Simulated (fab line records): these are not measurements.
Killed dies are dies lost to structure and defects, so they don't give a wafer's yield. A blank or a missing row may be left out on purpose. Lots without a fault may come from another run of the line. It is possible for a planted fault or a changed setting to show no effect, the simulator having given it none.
fab line records    flow sfq-line
[record] lots = 14  wafers = 42  last-day = 92
route steps=325 shown I0@55 M4@159 JJ@180 C5@246
lots that met no fault: taken from a fault-free run of the same line
start-h: the number of hours between the record's first day and the start of the first shown wafer of the lot    wait-h: time in hours since the lot's previous step    " unchanged from the row above    L1.1+2: one row covering several wafers at once    - no value, or no start was given    * or withheld: withheld    < > ~ a bound
route shown NAME@n: a module of which the file shows steps, and the number in the route of the first    usual: mean/standard deviation taken from wafers without a fault    same: alike in all rows    chamber/n: place in a boat    sites: readings site by site    _std_site: their standard deviation    _edge_site: the outer-site mean with the inner-site mean subtracted    radius-mm: for every site, how far away it sits from the centre of the wafer    mask NAME#n: copy n    behind: the tool/chamber that last shaped the wafer    hold: cause of the lot's hold/its duration in hours/its outcome    device: the n, p or np transistor that did not switch    end of line: at the end of the route, the tests of the same wafers    where a step has no rows: the recipe by itself    killed: at the first sort, the dies lost to defects and structure; wafer yield is something else    map: the dies of a wafer, with x for killed, . for not killed, _ for no die there
set.NAME: setting as actually run; set.NAME@STEP: the setting as run at that earlier step    model.NAME: the simulator's own value behind a step, which no gauge read
route steps across a sampled set of lots; one table per step, one row per wafer
services: when a tool's chamber went out of use (start-h, in hours from the record's first day, below 0 if earlier), for how many hours, and the reason
[[steps]]
[step SFQ_TRILAYER_I0_VIA_ETCH_VIA_ETCH_034]
[recipe] target = SiO2  stop-on = Nb  mask-material = PR  taper-deg = 20  chemistry = CHF3  target-depth-nm = 260  source-w = 500  bias-w = 80  pressure-mtorr = 30  time-s = withheld
[usual] drypump-motor-current-A = 6.0/0.41  oes-product-au = 0.853/0.0054  rf-fwd-power-W = 497.9/1.6
lot.wafer  tool         chamber  start-h  wait-h  drypump-motor-current-A  oes-product-au  rf-fwd-power-W
L849.3     rie-diel-01  1        393.41   0.0     6.7                      0.856           499.5
L849.5     "            0        "        "       5.5                      0.846           497.8
L849.6     "            3        "        "       6.3                      0.865           494.7
L850.3     rie-diel-01  3        401.81   0.0     6.4                      0.848           496.8
L850.4     "            2        "        "       5.9                      0.853           496.6
L850.5     "            3        "        "       6.4                      0.857           496.5
L854.2     rie-diel-01  1        425.94   0.0     6.7                      0.852           499.4
L854.3     "            2        "        "       5.9                      0.859           494.5
L854.4     "            0        "        "       5.6                      0.855           497.9
L855.2     rie-diel-01  1        436.07   0.0     6.7                      0.848           498.9
L855.3     "            2        "        "       5.9                      0.858           499.1
L855.6     "            0        "        "       5.6                      0.852           499.3
L856.3     rie-diel-04  1        479.27   0.0     6.0                      0.851           498.5
L856.5     "            2        "        "       5.1                      0.861           496.1
L856.6     "            3        "        "       6.1                      0.857           498.2
L857.2     rie-diel-01  0        496.33   0.0     5.6                      0.849           498.8
L857.4     "            1        "        "       6.7                      0.853           499.3
L857.6     "            2        "        "       5.9                      0.855           498.1
L865.3     rie-diel-04  3        587.86   0.0     6.1                      0.848           498.4
L865.4     "            0        "        "       5.8                      0.851           499.8
L865.5     "            3        "        "       6.1                      0.846           497.8
L866.1     rie-diel-01  0        592.66   0.0     5.6                      0.851           499.6
L866.3     "            1        "        "       6.7                      0.848           499.4
L866.6     "            2        "        "       5.9                      0.858           497.7
L867.2     rie-diel-04  1        595.18   0.0     6.1                      0.863           494.7
L867.3     "            3        "        "       6.1                      0.858           497.2
L867.5     "            0        "        "       5.8                      0.858           498.6
L868.2     rie-diel-03  2        611.98   0.0     6.0                      0.848           498.2
L868.4     "            0        "        "       6.2                      0.847           497.0
L868.5     "            1        "        "       5.9                      0.854           498.6
L869.1     rie-diel-01  3        615.71   0.0     6.4                      0.858           497.9
L869.4     "            2        "        "       5.9                      0.862           502.7
L869.6     "            1        "        "       6.7                      0.853           498.3
L870.3     rie-diel-01  3        633.71   0.0     6.4                      0.851           498.1
L870.5     "            3        "        "       6.4                      0.857           499.2
L870.6     "            1        "        "       6.7                      0.858           498.9
L871.1     rie-diel-01  0        640.91   0.0     5.6                      0.853           498.5
L871.2     "            1        "        "       6.7                      0.850           499.5
L871.6     "            2        "        "       5.9                      0.850           495.9
L872.1     rie-diel-01  0        655.31   0.0     5.6                      0.856           495.4
L872.3     "            2        "        "       5.9                      0.851           497.3
L872.5     "            0        "        "       5.6                      0.852           497.0
[step SFQ_TRILAYER_M4_BARC_OPEN_METAL_ETCH_123]
[recipe] mask-material = PR  chemistry = O2  target-depth-nm = 125  target = BARC  icp-w = 600  bias-w = 80  pressure-mtorr = 10  time-s = 41.7
[usual] drypump-motor-current-A = 5.44/0.23  oes-product-au = 0.685/0.0047  rf-fwd-power-W = 592.8/2.1
[same] time-s = 41.7
lot.wafer  tool          chamber  start-h  wait-h  drypump-motor-current-A  oes-product-au  rf-fwd-power-W  rf-hours-counter-h
L849.3     rie-metal-04  1        1259.35  0.1     5.30                     0.695           591.2           -
L849.5     "             1        "        "       5.33                     0.687           591.2           -
L849.6     "             1        "        "       5.31                     0.681           592.5           -
L850.3     rie-metal-01  0        1277.45  0.0     5.81                     0.694           591.6           -
L850.4     "             1        "        "       5.73                     0.679           595.0           -
L850.5     "             0        "        "       5.81                     0.686           592.9           -
L854.2     rie-metal-03  0        1308.08  0.0     5.60                     0.684           592.8           96
L854.3     "             0        "        "       5.57                     0.681           593.5           -
L854.4     "             1        "        "       5.31                     0.684           592.4           -
L855.2     rie-metal-03  0        1311.68  0.0     5.57                     0.685           590.7           97
L855.3     "             0        "        "       5.62                     0.689           593.6           -
L855.6     "             1        "        "       5.33                     0.685           498.3           -
L856.3     rie-metal-04  1        1315.30  0.0     5.32                     0.691           593.8           -
L856.5     "             1        "        "       5.31                     0.683           592.4           -
L856.6     "             0        "        "       5.17                     0.684           592.3           -
L857.2     rie-metal-03  1        1347.63  0.0     5.29                     0.684           497.7           120
L857.4     "             0        "        "       5.54                     0.683           594.2           -
L857.6     "             1        "        "       5.30                     0.691           497.7           -
L865.3     rie-metal-03  1        1426.67  0.0     5.32                     0.687           591.9           -
L865.4     "             0        "        "       5.60                     0.684           590.5           -
L865.5     "             1        "        "       5.30                     0.691           594.2           -
L866.1     rie-metal-01  1        1443.57  0.0     5.69                     0.688           592.0           26
L866.3     "             0        "        "       5.80                     0.680           591.2           -
L866.6     "             0        "        "       5.81                     0.688           590.2           -
L867.2     rie-metal-01  0        1449.70  0.0     5.82                     0.688           592.2           87
L867.3     "             0        "        "       5.81                     0.692           589.2           -
L867.5     "             1        "        "       5.69                     0.683           595.2           -
L868.2     rie-metal-04  0        1460.50  0.0     5.18                     0.679           588.9           26
L868.4     "             1        "        "       5.33                     0.680           594.0           -
L868.5     "             0        "        "       5.18                     0.687           591.7           -
L869.1     rie-metal-04  0        1467.70  0.0     5.18                     0.684           591.4           27
L869.4     "             0        "        "       5.18                     0.675           589.8           -
L869.6     "             1        "        "       5.31                     0.688           594.1           -
L870.3     rie-metal-04  1        1470.12  0.0     5.33                     0.686           592.9           -
L870.5     "             0        "        "       5.19                     0.695           593.5           -
L870.6     "             1        "        "       5.34                     0.683           590.6           -
L871.1     rie-metal-03  1        1471.30  0.0     5.30                     0.687           591.9           9
L871.2     "             0        "        "       5.59                     0.686           592.4           118
L871.6     "             1        "        "       5.29                     0.682           595.0           -
L872.1     rie-metal-04  0        1472.50  0.0     5.17                     0.691           591.8           28
L872.3     "             0        "        "       5.17                     0.678           592.8           -
L872.5     "             0        "        "       5.17                     0.681           590.5           -
[step SFQ_TRILAYER_JJ_TRILAYER_DEP_SPUTTER_110]
[recipe] material = Al  base-pressure-pa = 1.33e-06  target-thk-nm = 8  power-w = 500  time-s = 10  chamber-pressure-pa = 0.4
[usual] throttle-valve-pct = 29.9/0.92
[same] time-s = 10
lot.wafer  tool            chamber  start-h  wait-h  throttle-valve-pct
L849.3     pvd-sputter-03  -        1404.28  0.0     29.8
L849.5     "               -        "        "       29.6
L849.6     "               -        "        "       31.9
L850.3     pvd-sputter-06  -        1418.25  0.0     29.9
L850.4     "               -        "        "       29.1
L850.5     "               -        "        "       29.2
L854.2     pvd-sputter-04  -        1462.72  0.0     28.9
L854.3     "               -        "        "       28.9
L854.4     "               -        "        "       29.2
L855.2     pvd-sputter-03  -        1466.32  0.0     29.3
L855.3     "               -        "        "       30.7
L855.6     "               -        "        "       30.8
L856.3     pvd-sputter-06  -        1467.52  0.0     29.9
L856.5     "               -        "        "       30.9
L856.6     "               -        "        "       30.0
L857.2     pvd-sputter-06  -        1475.92  0.0     29.8
L857.4     "               -        "        "       29.3
L857.6     "               -        "        "       28.7
L865.3     pvd-sputter-06  -        1557.22  0.0     29.9
L865.4     "               -        "        "       30.9
L865.5     "               -        "        "       31.1
L866.1     pvd-sputter-03  -        1571.29  0.0     31.2
L866.3     "               -        "        "       29.4
L866.6     "               -        "        "       29.9
L867.2     pvd-sputter-06  -        1577.31  0.0     29.9
L867.3     "               -        "        "       31.1
L867.5     "               -        "        "       29.4
L868.2     pvd-sputter-04  -        1583.89  0.0     29.2
L868.4     "               -        "        "       28.7
L868.5     "               -        "        "       29.0
L869.1     pvd-sputter-03  -        1598.78  0.0     29.9
L869.4     "               -        "        "       29.1
L869.6     "               -        "        "       31.1
L870.3     pvd-sputter-06  -        1600.59  0.0     29.6
L870.5     "               -        "        "       29.8
L870.6     "               -        "        "       31.2
L871.1     pvd-sputter-03  -        1602.98  0.0     31.9
L871.2     "               -        "        "       30.9
L871.6     "               -        "        "       29.6
L872.1     pvd-sputter-06  -        1605.39  0.0     29.0
L872.3     "               -        "        "       29.8
L872.5     "               -        "        "       29.7
[step SFQ_C5_OVL_MEAS_937]
[usual] C5_OVL = 2/6
lot.wafer  tool        chamber  start-h  wait-h  C5_OVL[nm]
L849.3     overlay-01  -        1752.16  0.1     7
L849.5     "           -        "        "       4
L849.6     "           -        "        "       5
L850.3     overlay-02  -        1753.60  0.1     12
L850.4     "           -        "        "       15
L850.5     "           -        "        "       18
L854.2     overlay-02  -        1779.53  0.1     2
L854.3     "           -        "        "       3
L854.4     "           -        "        "       9
L855.2     overlay-02  -        1781.93  0.1     0
L855.3     "           -        "        "       -3
L855.6     "           -        "        "       -4
L856.3     overlay-02  -        1784.33  0.1     -2
L856.5     "           -        "        "       -8
L856.6     "           -        "        "       0
L857.2     overlay-02  -        1786.73  0.1     6
L857.4     "           -        "        "       11
L857.6     "           -        "        "       11
L865.3     overlay-02  -        1967.62  0.1     10
L865.4     "           -        "        "       9
L865.5     "           -        "        "       8
L866.1     overlay-02  -        1968.99  0.1     3
L866.3     "           -        "        "       8
L866.6     "           -        "        "       5
L867.2     overlay-01  -        1997.28  0.1     2
L867.3     "           -        "        "       1
L867.5     "           -        "        "       8
L868.2     overlay-02  -        2010.28  0.1     5
L868.4     "           -        "        "       2
L868.5     "           -        "        "       4
L869.1     overlay-02  -        2019.87  0.1     -6
L869.4     "           -        "        "       -3
L869.6     "           -        "        "       -4
L870.3     overlay-02  -        2024.69  0.1     -3
L870.5     "           -        "        "       5
L870.6     "           -        "        "       0
L871.1     overlay-02  -        2028.27  0.1     1
L871.2     "           -        "        "       -5
L871.6     "           -        "        "       0
L872.1     overlay-02  -        2029.47  0.1     5
L872.3     "           -        "        "       0
L872.5     "           -        "        "       1
[[services]]
tool            chamber  start-h  hours  kind
rie-diel-01     -        375.64   14.6   pm
rie-diel-01     -        427.09   0.5    repair
rie-diel-01     0        476.39   9.7    repair
rie-diel-01     3        495.96   12.3   repair
pvd-sputter-06  -        518.31   6.7    repair
pvd-sputter-06  -        540.00   110.0  repair
rie-diel-01     -        608.22   4.3    pm
rie-diel-01     0        614.73   21.5   repair
pvd-sputter-06  -        645.15   11.6   repair
rie-diel-01     1        645.92   9.9    repair
rie-diel-01     2        746.51   2.6    repair
rie-diel-01     3        774.19   4.8    repair
pvd-sputter-06  -        804.78   1.7    repair
pvd-sputter-06  -        811.90   7.6    repair
rie-diel-01     -        814.22   0.5    repair
rie-diel-01     -        815.91   2.8    pm
pvd-sputter-06  -        845.96   1.6    repair
rie-diel-01     1        919.70   11.4   repair
rie-diel-01     -        1078.51  0.2    repair
rie-diel-01     -        1197.03  15.6   pm
rie-diel-01     1        1344.87  6.2    repair
rie-diel-01     0        1475.20  3.7    repair
rie-diel-01     1        1586.47  8.0    repair
rie-diel-01     0        1589.69  7.3    repair
[[key]]
[first-sign] step = SFQ_TRILAYER_M4_BARC_OPEN_METAL_ETCH_123  reading = rf-fwd-power-W  direction = down  sigmas = 44  usual = 592.8  struck = 497.9
effect none on later readings
met-at SFQ_TRILAYER_M4_BARC_OPEN_METAL_ETCH_123
struck-lots L855,L857
struck-wafers L855.6,L857.2,L857.6
not-acting-at SFQ_TRILAYER_I0_VIA_ETCH_VIA_ETCH_034,SFQ_TRILAYER_JJ_TRILAYER_DEP_SPUTTER_110,SFQ_C5_OVL_MEAS_937
onset-between 1308.08 1311.68
[fault] kind = process-parameter-drift  tool = rie-metal-03  chamber = 1  onset-h = 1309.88  steps = SFQ_TRILAYER_M4_BARC_OPEN_METAL_ETCH_123  channel = icp-w  offset = -96  shape = step  end-h = 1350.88  acts-in = these-recipes-only  stated = 600
